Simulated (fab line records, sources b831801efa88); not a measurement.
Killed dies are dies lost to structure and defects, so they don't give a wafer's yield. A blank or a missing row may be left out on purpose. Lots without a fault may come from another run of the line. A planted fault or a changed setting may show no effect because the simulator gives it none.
Which tool did it? | flow gf180mcu | 24 lots, 72 wafers sampled, at 5 steps of a route of 602

WHAT THE GAUGES READ, wafer by wafer
GF_M3_THK_MEAS_06: measures by xrf. Usual: M3_ALCU_THK 444 nm, standard deviation 4.6.
lot  | measured     | on            | M3_ALCU_THK (nm) | flag
L074 | day 21 04:43 | film_metro-03 | 447 447 445      |
L075 | day 21 12:13 | film_metro-03 | 448 447 450      |
L076 | day 21 20:10 | film_metro-03 | 444 445 445      |
L077 | day 22 03:51 | film_metro-02 | 444 444 446      |
L078 | day 22 10:39 | film_metro-03 | 452 446 449      |
L079 | day 22 19:47 | film_metro-03 | 452 443 446      |
L080 | day 23 09:41 | film_metro-03 | 446 444 440      |
L081 | day 23 17:29 | film_metro-03 | 441 438 440      |
L082 | day 24 01:51 | film_metro-03 | 459 455 449      |
L083 | day 24 09:38 | film_metro-02 | 442 442 442      |
L084 | day 24 16:41 | film_metro-02 | 448 450 448      |
L085 | day 24 19:53 | film_metro-02 | 443 441 443      |
L086 | day 25 08:19 | film_metro-04 | 441 441 448      |
L087 | day 25 15:35 | film_metro-04 | 438 436 430      |
L088 | day 26 00:47 | film_metro-04 | 446 449 451      |
L089 | day 26 06:32 | film_metro-04 | 451 448 454      |
L090 | day 26 13:01 | film_metro-03 | 440 440 439      |
L091 | day 26 20:27 | film_metro-02 | 446 443 443      |
L092 | day 27 04:38 | film_metro-03 | 439 438 445      |
L093 | day 27 09:37 | film_metro-02 | 441 445 446      |
L094 | day 27 22:35 | film_metro-04 | 435 440 430      |
L095 | day 28 02:28 | film_metro-03 | 447 445 445      |
L096 | day 28 08:38 | film_metro-03 | 441 444 444      |
L097 | day 28 12:25 | film_metro-03 | 442 441 445      |

GF_V4_BOW_MEAS_05. Usual: V4_BOW 135 um, standard deviation 8.4.
lot  | measured     | on            | V4_BOW (um) | flag
L074 | day 24 07:17 | film_metro-01 | 148 134 137 |
L075 | day 24 14:35 | film_metro-01 | 141 138 147 |
L076 | day 24 20:55 | film_metro-02 | 143 140 144 |
L077 | day 25 05:16 | film_metro-04 | 118 133 146 |
L078 | day 25 10:55 | film_metro-04 | 143 130 136 |
L079 | day 25 19:38 | film_metro-02 | 134 124 126 |
L080 | day 26 10:08 | film_metro-04 | 141 137 136 |
L081 | day 26 15:20 | film_metro-04 | 128 134 149 |
L082 | day 26 23:29 | film_metro-04 | 129 123 138 |
L083 | day 27 06:05 | film_metro-02 | 126 130 129 |
L084 | day 27 14:07 | film_metro-02 | 124 120 137 |
L085 | day 27 16:29 | film_metro-04 | 140 133 150 |
L086 | day 28 04:29 | film_metro-01 | 143 136 125 |
L087 | day 28 11:14 | film_metro-02 | 128 136 133 |
L088 | day 28 18:17 | film_metro-01 | 140 133 135 |
L089 | day 28 23:55 | film_metro-02 | 129 131 123 |
L090 | day 29 06:54 | film_metro-04 | 136 123 133 |
L091 | day 29 12:29 | film_metro-01 | 143 161 147 |
L092 | day 29 21:07 | film_metro-01 | 148 136 139 |
L093 | day 30 01:45 | film_metro-01 | 131 128 122 |
L094 | day 30 12:47 | film_metro-04 | 129 122 119 |
L095 | day 30 17:03 | film_metro-04 | 139 131 146 |
L096 | day 30 23:03 | film_metro-04 | 131 135 124 |
L097 | day 31 02:55 | film_metro-04 | 131 137 145 |

WHICH TOOL RAN EACH LOT (tool, then ch and the chambers of the sampled wafers, then the start)
lot  | GF_V2_SPUTTER_21             | GF_M4_SPUTTER_02             | GF_V4_CMP_04
L074 | pvd_sputter-03, day 21 03:41 | pvd_sputter-03, day 23 06:37 | cmp-02 ch 0,1,3, day 24 07:02
L075 | pvd_sputter-01, day 21 11:11 | pvd_sputter-03, day 23 14:34 | cmp-02 ch 1,2, day 24 14:17
L076 | pvd_sputter-03, day 21 19:08 | pvd_sputter-03, day 23 21:01 | cmp-01 ch 1,2,3, day 24 20:37
L077 | pvd_sputter-04, day 22 02:47 | pvd_sputter-01, day 24 05:49 | cmp-01 ch 2,3, day 25 04:56
L078 | pvd_sputter-01, day 22 09:36 | pvd_sputter-03, day 24 11:46 | cmp-02 ch 0,3, day 25 10:35
L079 | pvd_sputter-04, day 22 18:44 | pvd_sputter-03, day 24 20:53 | cmp-01 ch 1,2,3, day 25 19:22
L080 | pvd_sputter-01, day 23 08:38 | pvd_sputter-03, day 25 10:39 | cmp-01 ch 0,1,3, day 26 09:50
L081 | pvd_sputter-04, day 23 16:27 | pvd_sputter-02, day 25 16:34 | cmp-01 ch 0,1,2, day 26 15:02
L082 | pvd_sputter-04, day 24 00:47 | pvd_sputter-02, day 26 00:52 | cmp-01 ch 1,2, day 26 23:12
L083 | pvd_sputter-04, day 24 08:35 | pvd_sputter-03, day 26 07:37 | cmp-02 ch 1,2,3, day 27 05:49
L084 | pvd_sputter-01, day 24 15:38 | pvd_sputter-03, day 26 15:44 | cmp-02 ch 0,1, day 27 13:50
L085 | pvd_sputter-01, day 24 18:50 | pvd_sputter-02, day 26 17:50 | cmp-02 ch 0,1,3, day 27 16:11
L086 | pvd_sputter-03, day 25 07:08 | pvd_sputter-02, day 27 06:14 | cmp-02 ch 0,2,3, day 28 04:14
L087 | pvd_sputter-01, day 25 14:27 | pvd_sputter-02, day 27 13:23 | cmp-01 ch 0,1,2, day 28 10:56
L088 | pvd_sputter-04, day 25 23:44 | pvd_sputter-02, day 27 20:34 | cmp-01 ch 0,1,2, day 28 18:02
L089 | pvd_sputter-01, day 26 05:30 | pvd_sputter-01, day 28 02:22 | cmp-01 ch 1,2, day 28 23:36
L090 | pvd_sputter-01, day 26 11:59 | pvd_sputter-03, day 28 09:01 | cmp-01 ch 0,2,3, day 29 06:32
L091 | pvd_sputter-01, day 26 19:25 | pvd_sputter-01, day 28 15:22 | cmp-01 ch 1,2,3, day 29 12:11
L092 | pvd_sputter-04, day 27 03:35 | pvd_sputter-03, day 29 00:40 | cmp-01 ch 0,1,3, day 29 20:49
L093 | pvd_sputter-03, day 27 08:34 | pvd_sputter-02, day 29 04:27 | cmp-02 ch 1,2,3, day 30 01:27
L094 | pvd_sputter-04, day 27 21:33 | pvd_sputter-01, day 29 16:31 | cmp-01 ch 1,2,3, day 30 12:29
L095 | pvd_sputter-03, day 28 01:26 | pvd_sputter-02, day 29 20:28 | cmp-02 ch 1,2, day 30 16:44
L096 | pvd_sputter-04, day 28 07:35 | pvd_sputter-03, day 30 02:28 | cmp-02 ch 2,3, day 30 22:44
L097 | pvd_sputter-01, day 28 11:22 | pvd_sputter-01, day 30 06:37 | cmp-01 ch 0,3, day 31 02:35
- GF_V2_SPUTTER_21: material Ti, target thk 15 nm, time 80.02 s.
- GF_M4_SPUTTER_02: material AlCu, target thk 450 nm, time 23.9 s.
- GF_V4_CMP_04: polishes SiO2.

WHAT THE TOOLS THEMSELVES READ (means of the sampled wafers that have a number; where no wafer has one, the mark that the record gives instead)
GF_V2_SPUTTER_21. Usual: cathode_dc_power_W 2500.0 W, standard deviation 0.43; throttle_valve_pct 29.8 %, standard deviation 0.86.
lot  | tool           | cathode_dc_power_W (W) | throttle_valve_pct (%) | flag
L074 | pvd_sputter-03 | 2499.7                 | 29.3                   |
L075 | pvd_sputter-01 | 2500.5                 | 30.2                   |
L076 | pvd_sputter-03 | 2499.9                 | 29.0                   |
L077 | pvd_sputter-04 | 2500.3                 | 30.3                   |
L078 | pvd_sputter-01 | 2499.7                 | 30.0                   |
L079 | pvd_sputter-04 | 2499.7                 | 29.8                   |
L080 | pvd_sputter-01 | 2499.8                 | 29.7                   |
L081 | pvd_sputter-04 | 2500.0                 | 29.9                   |
L082 | pvd_sputter-04 | 2500.0                 | 29.9                   |
L083 | pvd_sputter-04 | 2500.3                 | 29.8                   |
L084 | pvd_sputter-01 | 2500.3                 | 29.9                   |
L085 | pvd_sputter-01 | 2500.1                 | 30.2                   |
L086 | pvd_sputter-03 | 2500.3                 | 28.3                   |
L087 | pvd_sputter-01 | 2499.9                 | 29.9                   |
L088 | pvd_sputter-04 | 2499.9                 | 29.9                   |
L089 | pvd_sputter-01 | 2500.1                 | 29.9                   |
L090 | pvd_sputter-01 | 2500.2                 | 30.3                   |
L091 | pvd_sputter-01 | 2499.7                 | 30.3                   |
L092 | pvd_sputter-04 | 2500.2                 | 29.3                   |
L093 | pvd_sputter-03 | 2500.4                 | 29.0                   |
L094 | pvd_sputter-04 | 2500.0                 | 29.6                   |
L095 | pvd_sputter-03 | 2499.9                 | 29.3                   |
L096 | pvd_sputter-04 | 2500.0                 | 30.3                   |
L097 | pvd_sputter-01 | 2499.6                 | 30.0                   |

GF_M4_SPUTTER_02. Usual: cathode_dc_power_W 10600 W, standard deviation 2; throttle_valve_pct 29.8 %, standard deviation 1.1.
lot  | tool           | cathode_dc_power_W (W) | throttle_valve_pct (%) | flag
L074 | pvd_sputter-03 | 10601                  | 29.3                   |
L075 | pvd_sputter-03 | 10600                  | 28.3                   |
L076 | pvd_sputter-03 | 10602                  | 29.8                   |
L077 | pvd_sputter-01 | 10600                  | 30.0                   |
L078 | pvd_sputter-03 | 10601                  | 28.3                   |
L079 | pvd_sputter-03 | 10600                  | 29.9                   |
L080 | pvd_sputter-03 | 10600                  | 29.4                   |
L081 | pvd_sputter-02 | 10600                  | 29.7                   |
L082 | pvd_sputter-02 | 10597                  | 31.1                   |
L083 | pvd_sputter-03 | 10599                  | 29.9                   |
L084 | pvd_sputter-03 | 10599                  | 29.6                   |
L085 | pvd_sputter-02 | 10600                  | 30.4                   |
L086 | pvd_sputter-02 | 10601                  | 29.2                   |
L087 | pvd_sputter-02 | 10600                  | 30.6                   |
L088 | pvd_sputter-02 | 10601                  | 30.4                   |
L089 | pvd_sputter-01 | 10601                  | 29.7                   |
L090 | pvd_sputter-03 | 10601                  | 29.3                   |
L091 | pvd_sputter-01 | 10598                  | 30.0                   |
L092 | pvd_sputter-03 | 10599                  | 29.0                   |
L093 | pvd_sputter-02 | 10599                  | 30.6                   |
L094 | pvd_sputter-01 | 10602                  | 30.0                   |
L095 | pvd_sputter-02 | 10602                  | 30.6                   |
L096 | pvd_sputter-03 | 10600                  | 29.0                   |
L097 | pvd_sputter-01 | 10599                  | 30.3                   |

GF_V4_CMP_04. Usual: motor_current_A 12.5 A, standard deviation 0.87; slurry_filter_dp_kPa 13.50 kPa, standard deviation 0.13; time_to_endpoint_s 81 s, standard deviation 6.
lot  | tool   | motor_current_A (A) | slurry_filter_dp_kPa (kPa) | time_to_endpoint_s (s) | flag
L074 | cmp-02 | 11.7                | 13.54                      | 85                     |
L075 | cmp-02 | 12.9                | 13.58                      | 74                     |
L076 | cmp-01 | 12.5                | 13.42                      | 86                     |
L077 | cmp-01 | 11.8                | 13.51                      | 86                     |
L078 | cmp-02 | 12.6                | 13.66                      | 77                     |
L079 | cmp-01 | 12.7                | 13.61                      | 83                     |
L080 | cmp-01 | 12.9                | 13.45                      | 91                     |
L081 | cmp-01 | 12.4                | 13.49                      | 82                     |
L082 | cmp-01 | 12.1                | 13.41                      | 81                     |
L083 | cmp-02 | 12.5                | 13.62                      | 70                     |
L084 | cmp-02 | 11.6                | 13.51                      | 76                     |
L085 | cmp-02 | 11.7                | 13.61                      | 79                     |
L086 | cmp-02 | 12.3                | 13.44                      | 80                     |
L087 | cmp-01 | 12.3                | 13.48                      | 80                     |
L088 | cmp-01 | 12.2                | 13.44                      | 86                     |
L089 | cmp-01 | 12.0                | 13.52                      | 83                     |
L090 | cmp-01 | 12.3                | 13.47                      | 80                     |
L091 | cmp-01 | 12.6                | 13.54                      | 81                     |
L092 | cmp-01 | 13.1                | 13.49                      | 84                     |
L093 | cmp-02 | 12.1                | 13.59                      | 73                     |
L094 | cmp-01 | 12.4                | 13.47                      | 81                     |
L095 | cmp-02 | 12.5                | 13.58                      | 78                     |
L096 | cmp-02 | 13.0                | 13.46                      | 75                     |
L097 | cmp-01 | 12.6                | 13.48                      | 84                     |

THE ANSWER, worked out from the rows above alone
Rule: a lot is off if the mean of its wafers that have a number lies more than 3 standard deviations from the usual mean. A lot without any number at a reading at which 4 lots or more have one is off too. The other lots that the step has rows for count as sound. The gauges are gone through in route order, then the tools' own readings, and for those a lot's mean is taken as printed above. The first step at which some lot is off is used, and at that step the reading that is off furthest; a lot without a number counts as furthest.
No lot is off at any reading shown: from this, nothing can be told.

WHAT THE SIMULATOR HAD PUT IN
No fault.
